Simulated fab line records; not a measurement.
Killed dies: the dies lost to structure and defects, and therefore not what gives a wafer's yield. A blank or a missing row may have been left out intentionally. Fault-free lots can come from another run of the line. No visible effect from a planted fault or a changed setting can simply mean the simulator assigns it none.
Problem report, 8D (eight disciplines) form, completed by code | flow sky130 | the parts of the form that need people (team, actions taken, sign-off) are left out

== 1. WHAT WENT WRONG ==
rf fwd power W at SKY_CAP2M_METAL_ETCH_13 reads a mean of 751 W on 2 wafers of 2 lots; wafers without a fault read 893 W with a standard deviation of 3.5. Relative to the usual mean, that is a shift of -41 standard deviations.
The step: etches TiN in Cl2/BCl3, stops on SiO2, target depth 220 nm, time 62.9 s.
First seen on wafer L544.4, day 46 17:41, on rie metal-03. The record holds 33 wafers of 11 lots with a number at this step. Rule for "out" (also "out of limits"): further than 4 standard deviations from the usual mean. Any other wafer with a number is counted as sound.

== 2. WHAT IT IS AND WHAT IT IS NOT ==
question                    | is                             | is not
which readings at this step | rf fwd power W, oes product au | drypump motor current A, throttle valve pct
which lots                  | L544, L545                     | L525, L528, L530, L531, L533, L534, L536, L537, L546
which wafers of those lots  | L544.4, L545.4                 | L544.3, L544.5, L545.1, L545.6
read on which tools         | rie metal-03                   | rie metal-01, rie metal-04
when                        | from day 46 17:41              | up to then (26 sound wafers); but 5 sound wafers of L545, L546 came after

== 3. SUSPECTS, AND WHAT RULES EACH OUT ==
Counting: any tool at a process step up to the reading remains a suspect provided it ran every lot that is out. Sound lots after the first of them don't rule it out here, since some wafers of a struck lot are sound.
- rie metal-03 at SKY_CAP2M_METAL_ETCH_13 (etches TiN in Cl2/BCl3, stops on SiO2, target depth 220 nm, time 62.9 s): kept. Ran every lot that is out, first one L544 (day 46 17:41); last sound lot up to then L537 (day 44 17:59). Out on those wafers are its own readings of oes product au, rf fwd power W.
- The sound lot-mates ran in chamber 0 of rie metal-03 at SKY_CAP2M_METAL_ETCH_13, but the wafers that are out ran in chamber 1.
After counting, what remains is rie metal-03 at SKY_CAP2M_METAL_ETCH_13.

== 4. THE CAUSE (what the simulator had put in) ==
rie metal-03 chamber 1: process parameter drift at SKY_CAP2M_METAL_ETCH_13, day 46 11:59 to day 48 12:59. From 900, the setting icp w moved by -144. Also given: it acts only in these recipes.
Counting left only this tool.

== 5. THE EFFECT CHAIN, in route order ==
One row per reading whose mean, taken over the struck wafers that have a number, lies over 3 standard deviations from the usual. Only readings for which the record gives a usual standard deviation are gone through. hours: the time from each lot's start at the first step in this table that gives one to its start at this step, as a median over the lots. sigmas: the change in usual standard deviations.
hours | step                    | reading                  | usual      | on struck wafers | change | sigmas
0     | SKY_CAP2M_METAL_ETCH_13 | oes product au           | 0.940 a.u. | 0.901            | -0.038 | -6.1
0     | SKY_CAP2M_METAL_ETCH_13 | rf fwd power W           | 893 W      | 751              | -142   | -41
0     | SKY_CAP2M_STRIP_14      | strip time to endpoint s | 12.67 s    | 12.86            | +0.19  | +4.6
Here are the process steps it includes:
- SKY_CAP2M_METAL_ETCH_13: etches TiN in Cl2/BCl3, stops on SiO2, target depth 220 nm, time 62.9 s.
- SKY_CAP2M_STRIP_14: strips in O2/N2.

== 6. HOW IT WOULD HAVE BEEN CAUGHT EARLIER ==
In this record no reading fell out of limits until day 46 17:41, 6 hours after the fault had begun at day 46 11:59.
